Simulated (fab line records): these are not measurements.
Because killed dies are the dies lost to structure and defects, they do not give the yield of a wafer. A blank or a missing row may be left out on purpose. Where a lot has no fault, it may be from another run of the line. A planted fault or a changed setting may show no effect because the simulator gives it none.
A lot that was struck, set against a sound lot | flow sky130 | 17 out of 708 route steps
Sound: wafers L976.1, L976.4, L976.6. Struck: wafer L974.2 (L974.4, L974.5, from the same lot, were not struck and are left out); the cause is given at the end.
Each step with rows lists, per side, the tool, then ch with its chambers, then its first start. Under that, the readings that differ: sound wafers | struck wafers | difference of the means | sigmas: that difference in standard deviations of wafers without a fault.
alike: a reading whose means differ by less than 2 such deviations, as well as words and numbers matching on both sides. not compared: withheld readings; readings where some wafer has no value; bounds like >300 that might hide an equal value; numbers whose values overlap and for which the record gives no deviation.
The two part at a step that has a row with sigmas, a row that says differs or no value, or rows on one side only. Non-overlapping numbers with no deviation appear without sigmas and do not part them. Lack of a reading on every wafer of one side parts them only where that side has two or more wafers.

SKY_LI_CONTACT_CMP_02: polishes PSG.
  sound on cmp-01 ch 1,2, day 32 23:44; struck on cmp-02 ch 0, day 32 02:57
  reading             | sound          | struck | difference | sigmas
  motor-current-A (A) | 11.4 10.4 11.7 | 13.6   | +2.4       | +2
  alike: time-to-endpoint-s
SKY_LI_CONTACT_BOW_MEAS_03:
  sound: film-metro-01 at day 33 00:02; struck: film-metro-03 at day 32 03:13
  alike: LI_CONTACT_BOW
then, 8 steps without rows for these wafers: SKY_LI_CONTACT_DEHYDRATE_04 (time 60 s); SKY_LI_CONTACT_HMDS_05 (prime time 60 s); SKY_LI_CONTACT_COAT_06 (resist thk 60 nm); SKY_LI_CONTACT_COAT_07 (resist thk 450 nm); SKY_LI_CONTACT_SOFTBAKE_08 (time 90 s); SKY_LI_CONTACT_EXPOSE_09 (exposes mask LICM1, target cd 170 nm); SKY_LI_CONTACT_PEB_10; SKY_LI_CONTACT_DEVELOP_11 (develop time 60 s).
SKY_LI_CONTACT_CD_MEAS_12: target cd 170 nm.
  sound: cd-sem-01 at day 34 02:49; struck: cd-sem-01 at day 33 05:50
  alike: cd-nm
SKY_LI_CONTACT_OVL_MEAS_13:
  sound: overlay-02 at day 34 02:56; struck: overlay-01 at day 33 05:57
  alike: LI_CONTACT_OVL
SKY_LI_CONTACT_ETCH_14: etches BARC in N2/H2, stops on SiO2, time 45.9 s, target depth 60 nm.
  sound on rie-diel-02 ch 1,3, day 34 02:58; struck on rie-diel-03 ch 0, day 33 05:59
  reading                                           | sound             | struck | difference | sigmas
  oes-product-au (a.u.)                             | 0.845 0.851 0.860 | 0.862  | +0.010     | +2
  rf-fwd-power-W (W)                                | 491.4 494.3 494.5 | 697.8  | +204.4     | +99 or more
  model.KrF-thick_of_LI_CONTACT_COAT_07.thk-nm (nm) | 392 393.9 391.9   | 378.2  | -14.4      |
  model.LI_CONTACT.cd-nm (nm)                       | 173.2 171.3 172.5 | 174.3  | +2.0       |
  model.SiO2_of_SONOS_ONO_CVD_04.thk-nm (nm)        | 4.135 4.088 4.141 | 3.579  | -0.542     |
  alike: drypump-motor-current-A, throttle-valve-pct
  not compared: rf-hours-counter-h
SKY_LI_CONTACT_ETCH_15: etches PSG in C4F8/O2/Ar, stops on Si, target depth 600 nm.
  sound on rie-diel-02 ch 1,3, day 34 03:01; struck on rie-diel-03 ch 0, day 33 06:01
  reading                                           | sound             | struck | difference | sigmas
  model.KrF-thick_of_LI_CONTACT_COAT_07.thk-nm (nm) | 229.3 234.4 232.1 | 215.6  | -16.3      |
  model.LI_CONTACT.cd-nm (nm)                       | 172.8 171 172     | 174.7  | +2.8       |
  alike: oes-product-au, rf-fwd-power-W
SKY_LI_CONTACT_STRIP_16: strips in O2/N2.
  sound on plasma-asher-02 ch 0,1, day 34 03:06; struck on plasma-asher-02 ch 1, day 33 06:06
  reading                      | sound          | struck | difference | sigmas
  strip-time-to-endpoint-s (s) | 3.47 3.54 3.50 | 3.33   | -0.17      | -5
  alike: drypump-motor-current-A, oes-product-au
  not compared: rf-hours-counter-h
then, 2 steps without rows for these wafers: SKY_LI_CONTACT_CLEAN_17 (cleans in NMP, time 600 s); SKY_PAD_OPEN_PROBE_99.

WHERE THEY PART
Earliest at SKY_LI_CONTACT_CMP_02; latest, in this record, at SKY_LI_CONTACT_STRIP_16.

WHY: what the simulator had put in
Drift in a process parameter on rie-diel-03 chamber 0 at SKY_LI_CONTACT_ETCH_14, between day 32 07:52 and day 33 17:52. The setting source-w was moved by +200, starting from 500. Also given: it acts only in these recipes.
